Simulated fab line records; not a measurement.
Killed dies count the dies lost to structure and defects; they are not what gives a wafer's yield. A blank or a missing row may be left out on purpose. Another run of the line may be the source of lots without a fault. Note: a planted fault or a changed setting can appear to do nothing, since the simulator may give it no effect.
Chamber matching ; flow gf180mcu ; 4 sister chambers for GF_CONTACT_CMP_04 on cmp-01
The step polishes SiO2. 16 wafers are shown with their chamber, then 8 later ones without.

== WAFERS, EACH WITH ITS CHAMBER ==
wafer;chamber;motorCurrentA (A);timeToEndpointS (s)
L074.2;3;13.0;110
L074.5;0;12.4;107
L074.6;1;10.9;108
L080.3;3;12.6;125
L080.4;2;11.6;116
L080.6;3;12.4;126
L086.1;1;11.0;110
L086.4;2;11.7;113
L086.5;3;13.5;129
L089.3;3;13.0;121
L089.5;2;11.6;124
L089.6;3;12.6;132
L091.3;3;12.9;125
L091.4;0;12.4;122
L091.5;3;13.1;131
L092.1;0;12.2;114

SIGNATURES (averages over the wafers above)
reading;chamber 0;chamber 1;chamber 2;chamber 3;scatter within a chamber
motorCurrentA;12.333;10.950;11.633;12.887;0.272
timeToEndpointS;114.33;109.00;117.67;124.88;6.6
Rule: for a wafer and a chamber, the distance is found by dividing, reading by reading, the gap between the wafer's reading and the chamber's mean by the reading's scatter, squaring, summing and taking the root. If the next closest chamber is less than 2 further off than the closest, the wafer can't be placed; otherwise it belongs to the closest. The scatter is the square root of a quotient: the sum, over the shown wafers, of each reading's squared deviation from its chamber's mean, divided by wafers minus chambers.

== WAFERS WHOSE CHAMBER IS MISSING ==
wafer;motorCurrentA (A);timeToEndpointS (s)
L092.2;11.0;103
L092.3;12.5;118
L093.1;11.4;105
L093.4;11.8;120
L093.6;11.6;110
L095.1;12.0;107
L095.3;13.1;117
L095.4;11.7;113

== CHAMBER TAKEN BY EACH ==
wafer;from the rows above;in truth
L092.2;1;1
L092.3;can't be placed: 0 or 3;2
L093.1;can't be placed: 1 or 2 or 0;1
L093.4;can't be placed: 2 or 0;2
L093.6;can't be placed: 2 or 1 or 0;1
L095.1;can't be placed: 0 or 2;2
L095.3;can't be placed: 3 or 0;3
L095.4;can't be placed: 2 or 0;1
1 of 8 placed correctly. Not placeable from these rows: 7 (in 5, the candidates include the true chamber). Number placed wrongly: 0.
